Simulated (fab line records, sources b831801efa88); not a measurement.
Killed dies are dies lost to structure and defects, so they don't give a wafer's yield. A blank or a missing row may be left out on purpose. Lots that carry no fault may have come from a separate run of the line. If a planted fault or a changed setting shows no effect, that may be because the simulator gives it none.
A single fault, viewed from 2 desks || flow sky130 || every desk sees just its own numbers, and what lay behind them comes last

## DESK OF THE TOOL OWNER: litho_track-04
The tool's own readings at SKY_METAL2_COAT_10 (resist thk 450 nm): means of the sampled wafers that have a number, for each lot that ran on this tool. A lot is out of limits, marked OUT, if its mean lies more than 4 standard deviations from the usual mean; the brackets give that distance.
Columns: A = spin_speed_rpm at SKY_METAL2_COAT_10, usual 2999.7 rpm
{"lot": "L151", "first seen here": "day 38 17:00", "A": 3001.1}
{"lot": "L155", "first seen here": "day 40 07:00", "A": "2956.3 (-20) OUT"}
{"lot": "L157", "first seen here": "day 40 10:00", "A": "2952.2 (-22) OUT"}
This desk's verdict: out of limits on L155, L157, starting with L155 at day 40 07:00 (spin_speed_rpm at SKY_METAL2_COAT_10). Within limits: L151.

## FROM THE METROLOGY DESK
Means of the sampled wafers that have a number, per lot and without regard to the tool the lot ran on: this is what the gauges read. A lot is out of limits, marked OUT, if its mean lies more than 4 standard deviations from the usual mean; the brackets give that distance.
Columns: A = VIA1_W_THK at SKY_VIA1_THK_MEAS_23, usual 279 nm; B = METAL2_ALCU_RS at SKY_METAL2_RS_MEAS_05, usual 0.1267 ohm/sq; C = METAL2_ALCU_THK at SKY_METAL2_THK_MEAS_06, usual 253 nm; D = cd_nm at SKY_METAL2_CD_MEAS_15, usual 140.1 nm; E = METAL2_OVL at SKY_METAL2_OVL_MEAS_16, usual 3 nm
{"lot": "L147", "first seen here": "day 37 09:57", "A": 282, "B": 0.1274, "C": 252, "D": 138.6, "E": 0}
{"lot": "L151", "first seen here": "day 38 03:55", "A": 281, "B": 0.1277, "C": 254, "D": 141.1, "E": 12}
{"lot": "L155", "first seen here": "day 39 18:04", "A": 283, "B": 0.1263, "C": 255, "D": 138.9, "E": 2}
{"lot": "L157", "first seen here": "day 39 22:10", "A": 282, "B": 0.1274, "C": 253, "D": 140.9, "E": -3}
{"lot": "L161", "first seen here": "day 41 01:21", "A": 280, "B": 0.1248, "C": 258, "D": 141.8, "E": 0}
{"lot": "L162", "first seen here": "day 41 07:15", "A": 275, "B": 0.1243, "C": 259, "D": 140.0, "E": 9}
This desk's verdict: no lot among the 6 shows anything out of limits.

## PUT TOGETHER
An alarm could have come from the tool owner's desk at day 40 07:00, on L155, L157.
At the metrology desk, nothing out of limits was observed.
The metrology desk has L155, L157 on record, within its limits.
Every lot named ran SKY_METAL2_COAT_10 on litho_track-04.

## WHAT THE SIMULATOR HAD INSERTED
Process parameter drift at SKY_METAL2_COAT_10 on litho_track-04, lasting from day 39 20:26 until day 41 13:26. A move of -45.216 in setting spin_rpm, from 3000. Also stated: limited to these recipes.
Lots struck among those shown: L155, L157.
Each desk's first reading out of limits, in hours after the fault started: the tool owner's desk, 11.
